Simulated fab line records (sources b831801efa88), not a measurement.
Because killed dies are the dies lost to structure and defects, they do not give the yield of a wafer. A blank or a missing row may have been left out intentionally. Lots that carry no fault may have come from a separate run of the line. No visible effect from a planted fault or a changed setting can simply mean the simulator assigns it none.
Which tool was responsible?    flow gf180mcu    11 lots, 33 wafers sampled, at 3 steps of a route of 602

WHAT THE GAUGES SHOWED, per wafer
GF_V4_RS_MEAS_24: measurement is done with a four-point probe.
lot   measured      on            V4_W_RS (ohm/sq)
L182  day 24 12:17  filmMetro-01  0.326 0.326 0.329
L189  day 26 21:11  filmMetro-01  0.265 0.268 0.268
L191  day 27 09:19  filmMetro-03  0.268 0.267 0.266
L197  day 29 18:38  filmMetro-03  0.325 0.323 0.325
L198  day 29 20:35  filmMetro-01  0.324 0.322 0.324
L200  day 30 09:10  filmMetro-04  0.326 0.325 0.324
L201  day 30 19:31  filmMetro-01  0.330 0.331 0.330
L202  day 30 21:02  filmMetro-04  0.340 0.334 0.341
L203  day 31 04:49  filmMetro-03  0.328 0.331 0.330
L204  day 31 07:57  filmMetro-04  0.326 0.328 0.329
L205  day 31 14:59  filmMetro-03  0.331 0.330 0.327

TOOL THAT RAN EACH LOT (tool first, then ch and the chambers of the sampled wafers, then the start)
lot   GF_M4_METAL_ETCH_16               GF_V4_CVD_23
L182  rieMetal-03 ch 0,1, day 23 11:37  cvdW-01 ch 0, day 24 12:11
L189  rieMetal-02 ch 1, day 25 22:26    cvdW-01 ch 0,1, day 26 21:04
L191  rieMetal-03 ch 0,1, day 26 10:48  cvdW-01 ch 0,1, day 27 09:13
L197  rieMetal-03 ch 0,1, day 28 20:29  cvdW-02 ch 0,1, day 29 18:30
L198  rieMetal-03 ch 0,1, day 28 22:53  cvdW-02 ch 0,1, day 29 20:28
L200  rieMetal-02 ch 0, day 29 12:07    cvdW-01 ch 1, day 30 09:04
L201  rieMetal-03 ch 0, day 29 22:41    cvdW-01 ch 0, day 30 19:23
L202  rieMetal-02 ch 0,1, day 30 01:06  cvdW-01 ch 1, day 30 20:55
L203  rieMetal-04 ch 0, day 30 07:05    cvdW-02 ch 0,1, day 31 04:43
L204  rieMetal-02 ch 0,1, day 30 11:21  cvdW-01 ch 0,1, day 31 07:48
L205  rieMetal-03 ch 0,1, day 30 19:10  cvdW-01 ch 0,1, day 31 14:52
- GF_M4_METAL_ETCH_16: etches the open film in Cl2/BCl3, stops on SiO2, target depth 750.8 nm, time 125.1 s.
- GF_V4_CVD_23: deposits W, target thk 350 nm, time 104.9 s.

THE ANSWER, worked out from the rows above alone
Rule: what is usual is taken from the lots themselves. Put in order of their means at a reading, lots are off if they are a third of the lots or fewer, leave a main group of 4 or more, and stand apart from it by a gap of 3 or more times the standard deviation of the main group's means; of several such gaps the widest counts. A main group is skipped when, at the precision printed for the reading in the tables above, its means are all equal. Also off: a lot with no number at a reading for which 4 or more lots have one. Where the step has rows for the other lots, those lots are counted as sound.
Off: L189, L191, seen at GF_V4_RS_MEAS_24 (V4_W_RS). Mean 0.328 ohm/sq and standard deviation 0.0042 in the main group.
A tool fits if, at a process step before that reading, it ran every lot that is off, and no sound lot after the first of them. The gauges at GF_V4_RS_MEAS_24 are tried like those tools. None of those tried fits.

WHAT HAD BEEN PUT IN BY THE SIMULATOR
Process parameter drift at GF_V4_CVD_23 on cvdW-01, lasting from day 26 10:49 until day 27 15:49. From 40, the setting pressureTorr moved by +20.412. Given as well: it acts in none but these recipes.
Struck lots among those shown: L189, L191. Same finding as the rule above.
